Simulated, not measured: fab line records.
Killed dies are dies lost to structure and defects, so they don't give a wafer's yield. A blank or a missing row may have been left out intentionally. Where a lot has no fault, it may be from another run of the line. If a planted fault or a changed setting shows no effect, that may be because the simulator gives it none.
Code-filled problem report in 8D (eight disciplines) form || flow sky130 || the parts of the form that need people (team, actions taken, sign-off) are left out

1. THE PROBLEM
cd-nm at SKY_SD_N_CD_MEAS_07 reads a mean of 305.8 nm on 4 wafers of 2 lots; wafers without a fault read 380.6 nm with a standard deviation of 2.7. Measured from the usual mean, that is -28 standard deviations.
The step: target cd 380 nm.
The first sign was on wafer L193.2 at day 31 21:14, on cd-sem-02. Wafers with a number at this step in the record: 42, from 14 lots. Rule for "out" (also "out of limits"): further than 4 standard deviations from the usual mean. The rest of the wafers with a number are treated as sound.

2. WHAT IT IS, AND WHAT IT ISN'T
{"question": "which readings at this step", "is": "cd-nm", "is not": "-"}
{"question": "which lots", "is": "L193, L194", "is not": "L182, L184, L185, L187, L188, L189, L190, L192, L199, L200, L204, L205"}
{"question": "which wafers of those lots", "is": "L193.2, L193.5, L194.2, L194.5", "is not": "L193.6, L194.3"}
{"question": "read on which gauges", "is": "cd-sem-02", "is not": "cd-sem-01"}
{"question": "when", "is": "from day 31 21:14", "is not": "up to then (25 sound wafers); but 13 sound wafers of L194, L199, L200, L204, L205 came after"}

3. THE SUSPECTS, EACH WITH WHAT RULES IT OUT
Counting: if a tool at a process step up to the reading ran every lot that is out, it stays a suspect. Sound lots after the first of them don't rule it out here, since some wafers of a struck lot are sound.
- the gauge at SKY_SD_N_CD_MEAS_07: kept. All the wafers that are out were read on cd-sem-02, and no step on other tools shows them out.
- litho-track-04 at SKY_SD_N_DEVELOP_06 (develop time 60 s): kept. It processed each lot that is out (first: L193, day 31 21:01); up to then, its last sound lot is L192 (day 31 08:12).
Left after counting: litho-track-04 at SKY_SD_N_DEVELOP_06, cd-sem-02 at SKY_SD_N_CD_MEAS_07.

4. THE CAUSE (what the simulator had put in)
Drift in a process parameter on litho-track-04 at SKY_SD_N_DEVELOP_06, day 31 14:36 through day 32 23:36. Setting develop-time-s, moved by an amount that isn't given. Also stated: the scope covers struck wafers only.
2 suspects survive the count, and this tool is in that group.

5. SEQUENCE OF EFFECTS, ordered by route
One row per reading whose mean, taken over the struck wafers that have a number, lies over 3 standard deviations from the usual. Only readings for which the record gives a usual standard deviation are gone through. hours: the time from each lot's start at the first step in this table that gives one to its start at this step, as a median over the lots. sigmas: the change in usual standard deviations.
{"hours": 0, "step": "SKY_SD_N_CD_MEAS_07", "reading": "cd-nm", "usual": "380.6 nm", "on struck wafers": 305.8, "change": -74.8, "sigmas": -28}

6. WHAT WOULD HAVE CAUGHT IT SOONER
The first out-of-limits reading at a measuring or inspecting step in this record came at day 31 21:14, 7 hours after the fault's start at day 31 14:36.
L194, from the lots that are out (2), started SKY_SD_N_DEVELOP_06 on litho-track-04 later than day 31 21:14. Holding the tool at that time would have saved it.
